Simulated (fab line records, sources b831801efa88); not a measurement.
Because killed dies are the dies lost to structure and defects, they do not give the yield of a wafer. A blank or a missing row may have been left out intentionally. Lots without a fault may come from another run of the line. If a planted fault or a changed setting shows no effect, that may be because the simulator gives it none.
Matching of chambers -- flow sky130 -- cmp-01 running SKY_LI_CONTACT_CMP_24: 4 sister chambers
The step polishes, stops on PSG, t overpolish 20 s, target thk 0 nm. 4 wafers are shown with their chamber, then 9 later ones without.

== EACH WAFER AND ITS CHAMBER ==
wafer,chamber,motorCurrentA (A)
L490.4,0,12.9
L489.1,2,9.8
L489.2,1,10.4
L489.5,3,10.0

== WAFERS MISSING THEIR CHAMBER ==
wafer,motorCurrentA (A)
L492.2,9.5
L492.4,9.4
L492.6,10.4
L493.3,9.9
L493.4,9.0
L493.6,10.4
L494.3,9.9
L495.2,9.4
L495.3,9.6

== THE CHAMBER EACH PASSED THROUGH ==
wafer,from the rows above,in truth
L492.2,can't be placed: 2 or 3 or 1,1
L492.4,can't be placed: 2 or 3 or 1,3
L492.6,can't be placed: 1 or 3 or 2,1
L493.3,can't be placed: 2 or 3 or 1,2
L493.4,can't be placed: 2 or 3 or 1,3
L493.6,can't be placed: 1 or 3 or 2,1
L494.3,can't be placed: 2 or 3 or 1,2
L495.2,can't be placed: 2 or 3 or 1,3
L495.3,can't be placed: 2 or 3 or 1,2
Correct placement for 0 of the 9. Not placeable from these rows: 9 (in 9, the candidates include the true chamber). 0 placed wrongly.
How it was worked out, from the rows above alone: a wafer's distance from a chamber is the root of the sum, over the readings, of the square of ((its reading less the chamber's mean) divided by the reading's scatter). If the next closest chamber is less than 2 further off than the closest, the wafer can't be placed; otherwise it belongs to the closest. The mean given for a chamber averages the wafers shown for that chamber. The scatter: root of mean squared gap, hidden wafer to nearest shown wafer, with one shown wafer a chamber.
